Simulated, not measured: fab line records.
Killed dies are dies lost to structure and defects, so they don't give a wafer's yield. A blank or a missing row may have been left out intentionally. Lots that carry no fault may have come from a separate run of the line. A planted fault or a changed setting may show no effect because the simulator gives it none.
The tool behind it: which one? | flow sky130 | 12 lots with 36 wafers sampled at 5 steps, on a route of 708 steps

== WHAT THE GAUGES SHOWED, per wafer ==
SKY_VT_ADJUST_PCH_TW_MEAS_10.
lot  | measured     | on            | VT_ADJUST_PCH_TW
L997 | day 10 05:47 | film_metro-04 | 143.2 142.1 142.8
L998 | day 10 15:12 | film_metro-03 | 142.2 141.3 142.4
L999 | day 11 07:44 | film_metro-01 | 140.8 140.7 141.2
L100 | day 11 11:41 | film_metro-01 | 140.4 140.7 140.7
L101 | day 11 21:21 | film_metro-03 | 143.0 143.5 143.0
L105 | day 13 00:20 | film_metro-01 | 140.0 140.4 140.7
L109 | day 14 04:44 | film_metro-03 | 142.1 142.5 142.4
L112 | day 15 00:51 | film_metro-01 | 140.6 140.9 140.5
L116 | day 16 13:27 | film_metro-03 | 141.1 141.1 141.1
L118 | day 17 00:32 | film_metro-01 | 139.9 141.2 141.4
L119 | day 17 04:26 | film_metro-01 | 139.6 139.6 141.4
L120 | day 17 13:56 | film_metro-01 | 140.1 140.4 140.4

SKY_LDD_P_TW_MEAS_11.
lot  | measured     | on            | LDD_P_TW
L997 | day 18 23:08 | film_metro-03 | 636 636 636
L998 | day 19 04:06 | film_metro-03 | 634 637 633
L999 | day 20 05:34 | film_metro-02 | 625 624 624
L100 | day 20 08:05 | film_metro-04 | 637 639 636
L101 | day 21 17:43 | film_metro-03 | 635 634 632
L105 | day 22 05:32 | film_metro-02 | 622 625 629
L109 | day 23 11:32 | film_metro-04 | 457 458 459
L112 | day 24 07:58 | film_metro-04 | 459 460 458
L116 | day 25 22:04 | film_metro-03 | 633 628 634
L118 | day 26 08:17 | film_metro-04 | 636 635 639
L119 | day 26 15:35 | film_metro-02 | 624 625 623
L120 | day 26 23:44 | film_metro-03 | 632 631 638

== WHAT TOOL EACH LOT RAN ON (gives the tool, then ch and the chambers of the sampled wafers, and finally the start) ==
lot  | SKY_NWELL_RTA_28                 | SKY_POLY_GATE_STRIP_18               | SKY_LDD_P_IMPLANT_09
L997 | rtp_anneal-01 ch 0, day 5 04:55  | plasma_asher-02 ch 0,1, day 16 08:35 | implanter-03 ch 0, day 18 22:53
L998 | rtp_anneal-02 ch 0, day 5 11:35  | plasma_asher-02 ch 0,1, day 16 12:37 | implanter-04 ch 0, day 19 03:53
L999 | rtp_anneal-01 ch 0, day 6 01:08  | plasma_asher-03 ch 0,1, day 17 12:44 | implanter-02 ch 0, day 20 05:19
L100 | rtp_anneal-02 ch 0, day 6 05:25  | plasma_asher-02 ch 0,1, day 17 15:35 | implanter-03 ch 0, day 20 07:51
L101 | rtp_anneal-01 ch 0, day 6 13:10  | plasma_asher-03 ch 0,1, day 19 01:06 | implanter-02 ch 0, day 21 17:29
L105 | rtp_anneal-01 ch 0, day 7 10:15  | plasma_asher-04 ch 0,1, day 19 12:29 | implanter-04 ch 0, day 22 05:17
L109 | rtp_anneal-01 ch 0, day 8 08:44  | plasma_asher-04 ch 0,1, day 20 18:38 | implanter-04 ch 0, day 23 11:17
L112 | rtp_anneal-02 ch 0, day 9 03:10  | plasma_asher-04 ch 0,1, day 21 17:43 | implanter-04 ch 0, day 24 07:44
L116 | rtp_anneal-01 ch 0, day 10 05:11 | plasma_asher-02 ch 0,1, day 23 08:52 | implanter-02 ch 0, day 25 21:51
L118 | rtp_anneal-01 ch 0, day 10 15:04 | plasma_asher-02 ch 0,1, day 23 18:55 | implanter-02 ch 0, day 26 08:02
L119 | rtp_anneal-01 ch 0, day 10 17:44 | plasma_asher-03 ch 0,1, day 24 00:41 | implanter-03 ch 0, day 26 15:20
L120 | rtp_anneal-01 ch 0, day 11 02:46 | plasma_asher-02 ch 0,1, day 24 11:32 | implanter-03 ch 0, day 26 23:29
- SKY_NWELL_RTA_28: time 30 s.
- SKY_POLY_GATE_STRIP_18: strips in O2/N2.
- SKY_LDD_P_IMPLANT_09

== WHAT THE TOOLS THEMSELVES READ (means of the sampled wafers that have a number; where no wafer has one, the mark that the record gives instead) ==
SKY_NWELL_RTA_28.
lot  | tool          | chamber_o2_ppm | lamp_power_pct (%) | ramp_down_c_per_s | wafer_temp_C_max
L997 | rtp_anneal-01 | 2.003          | 25.25              | 89.999            | 1055.1
L998 | rtp_anneal-02 | 1.994          | 25.26              | 90.007            | 1053.7
L999 | rtp_anneal-01 | 1.985          | 25.29              | 89.991            | 1054.4
L100 | rtp_anneal-02 | 1.994          | 25.29              | 89.993            | 1055.0
L101 | rtp_anneal-01 | 1.988          | 25.31              | 89.994            | 1054.6
L105 | rtp_anneal-01 | 1.989          | 25.30              | 90.003            | 1055.1
L109 | rtp_anneal-01 | 1.984          | 25.26              | 89.993            | 1054.5
L112 | rtp_anneal-02 | 1.997          | 25.28              | 90.011            | 1054.3
L116 | rtp_anneal-01 | 2.005          | 25.20              | 90.001            | 1054.7
L118 | rtp_anneal-01 | 1.993          | 25.29              | 90.007            | 1055.0
L119 | rtp_anneal-01 | 2.013          | 25.29              | 90.005            | 1054.8
L120 | rtp_anneal-01 | 1.979          | 25.36              | 90.025            | 1054.9

SKY_POLY_GATE_STRIP_18.
lot  | tool            | drypump_motor_current_A (A) | oes_product_au (a.u.) | strip_time_to_endpoint_s (s)
L997 | plasma_asher-02 | 5.4                         | 0.355                 | 3.138
L998 | plasma_asher-02 | 5.3                         | 0.355                 | 3.126
L999 | plasma_asher-03 | 5.3                         | 0.358                 | 3.135
L100 | plasma_asher-02 | 5.3                         | 0.358                 | 3.178
L101 | plasma_asher-03 | 5.1                         | 0.361                 | 3.184
L105 | plasma_asher-04 | 6.0                         | 0.362                 | 3.168
L109 | plasma_asher-04 | 6.0                         | 0.359                 | 3.147
L112 | plasma_asher-04 | 6.0                         | 0.366                 | 3.154
L116 | plasma_asher-02 | 5.3                         | 0.360                 | 3.162
L118 | plasma_asher-02 | 5.5                         | 0.358                 | 3.130
L119 | plasma_asher-03 | 5.2                         | 0.363                 | 3.149
L120 | plasma_asher-02 | 5.5                         | 0.367                 | 3.184

SKY_LDD_P_IMPLANT_09.
lot  | tool         | dose_ions_cm2 | faraday_current_uA
L997 | implanter-03 | 1e+13         | 57.4
L998 | implanter-04 | 1e+13         | 55.5
L999 | implanter-02 | 1e+13         | 57.2
L100 | implanter-03 | 1e+13         | 56.8
L101 | implanter-02 | 1e+13         | 56.6
L105 | implanter-04 | 1e+13         | 57.2
L109 | implanter-04 | 4e+12         | 19.5
L112 | implanter-04 | 3e+12         | 19.3
L116 | implanter-02 | 1e+13         | 57.1
L118 | implanter-02 | 1e+13         | 55.3
L119 | implanter-03 | 1e+13         | 55.6
L120 | implanter-03 | 1e+13         | 55.9

== THE ANSWER, worked out from the rows above alone ==
Rule: what is usual is taken from the lots themselves. The widest of any qualifying gaps counts: lots, ordered by their means at a reading, are off when they make up no more than a third of the lots, leave a main group of 4 or more, and stand apart from it by 3 or more times the standard deviation of that group's means. If all means in a main group match to the digits the tables above print for the reading, that group is not used. A lot without any number at a reading at which 4 lots or more have one is off too. Any other lot the step has rows for is counted as sound. First the gauges in route order, then the tools' own readings, where a lot's mean is used as printed above. The first step at which some lot is off is used, and at that step the reading that is off furthest; a lot without a number counts as furthest.
Off: at SKY_LDD_P_TW_MEAS_11 (LDD_P_TW), L109, L112. The main group has a mean of 632 with a standard deviation of 5.
A tool fits if, at a process step before that reading, it ran every lot that is off, and no sound lot after the first of them. The gauges at SKY_LDD_P_TW_MEAS_11 aren't tried: what is off there is off at SKY_POLY_GATE_STRIP_18 too, on other tools, and a gauge's error can't cause that. Undecided on this evidence; 2 tools fit (plasma_asher-04 at SKY_POLY_GATE_STRIP_18, implanter-04 at SKY_LDD_P_IMPLANT_09).

== WHAT WAS PUT IN BY THE SIMULATOR ==
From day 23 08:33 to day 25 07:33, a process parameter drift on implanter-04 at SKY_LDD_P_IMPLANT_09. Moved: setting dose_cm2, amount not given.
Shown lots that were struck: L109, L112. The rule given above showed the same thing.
